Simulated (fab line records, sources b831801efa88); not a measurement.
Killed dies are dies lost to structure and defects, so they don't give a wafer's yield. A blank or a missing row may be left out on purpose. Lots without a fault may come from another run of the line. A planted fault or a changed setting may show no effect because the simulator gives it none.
Which tool did it? | flow sky130 | 13 lots, 39 wafers sampled, at 2 steps of a route of 708

WHAT THE GAUGES READ, wafer by wafer
SKY_LDD_HVP_TW_MEAS_10. Usual: LDD_HVP_TW 455, standard deviation 3.5.
lot  | measured     | on            | LDD_HVP_TW  | flag
L482 | day 22 09:26 | film_metro-02 | 451 451 453 |
L484 | day 22 16:02 | film_metro-03 | 458 459 457 |
L485 | day 22 17:19 | film_metro-03 | 458 456 459 |
L487 | day 23 02:34 | film_metro-02 | 451 452 449 |
L486 | day 23 04:08 | film_metro-02 | 450 452 450 |
L488 | day 24 10:59 | film_metro-02 | 453 454 452 |
L490 | day 24 18:46 | film_metro-02 | 450 451 454 |
L489 | day 24 19:34 | film_metro-01 | 456 459 459 |
L491 | day 25 07:31 | film_metro-01 | 458 457 459 |
L492 | day 25 18:58 | film_metro-03 | 463 462 463 |
L494 | day 26 03:07 | film_metro-02 | 453 450 450 |
L503 | day 29 03:15 | film_metro-03 | 461 457 459 |
L504 | day 29 11:46 | film_metro-01 | 458 458 459 |

SKY_SD_P_OVL_MEAS_08. Usual: SD_P_OVL 0.0 nm, standard deviation 1.6.
lot  | measured     | on         | SD_P_OVL (nm)  | flag
L482 | day 26 05:14 | overlay-02 | 2.5 -0.2 1.2   |
L484 | day 26 14:07 | overlay-02 | 1.9 1.5 1.4    |
L485 | day 26 13:23 | overlay-01 | -3.4 -0.4 -3.4 |
L487 | day 26 21:51 | overlay-01 | -1.6 -0.5 -0.6 |
L486 | day 27 01:38 | overlay-02 | 3.0 2.5 1.2    |
L488 | day 28 06:05 | overlay-01 | 1.2 -0.4 0.3   |
L490 | day 28 13:01 | overlay-02 | 1.9 3.7 0.3    |
L489 | day 28 13:56 | overlay-02 | -0.2 0.4 -0.8  |
L491 | day 29 00:25 | overlay-02 | 1.6 -0.6 0.4   |
L492 | day 29 12:48 | overlay-02 | 1.2 2.6 -0.6   |
L494 | day 29 20:45 | overlay-02 | -1.6 -0.5 -0.7 |
L503 | day 32 17:01 | overlay-01 | -0.4 1.1 0.5   |
L504 | day 33 01:00 | overlay-01 | 0.5 0.3 1.7    |

WHICH TOOL RAN EACH LOT (tool, then ch and the chambers of the sampled wafers, then the start)
The record holds no process step before these readings.

WHAT THE TOOLS THEMSELVES READ (means of the sampled wafers that have a number; where no wafer has one, the mark that the record gives instead)
The record holds no such reading with a usual standard deviation.

THE ANSWER, worked out from the rows above alone
Rule: a lot is off if the mean of its wafers that have a number lies more than 3 standard deviations from the usual mean. A lot without any number at a reading at which 4 lots or more have one is off too. The other lots that the step has rows for count as sound. The gauges are gone through in route order, then the tools' own readings, and for those a lot's mean is taken as printed above. The first step at which some lot is off is used, and at that step the reading that is off furthest; a lot without a number counts as furthest.
No lot is off at any reading shown: from this, nothing can be told.

WHAT THE SIMULATOR HAD PUT IN
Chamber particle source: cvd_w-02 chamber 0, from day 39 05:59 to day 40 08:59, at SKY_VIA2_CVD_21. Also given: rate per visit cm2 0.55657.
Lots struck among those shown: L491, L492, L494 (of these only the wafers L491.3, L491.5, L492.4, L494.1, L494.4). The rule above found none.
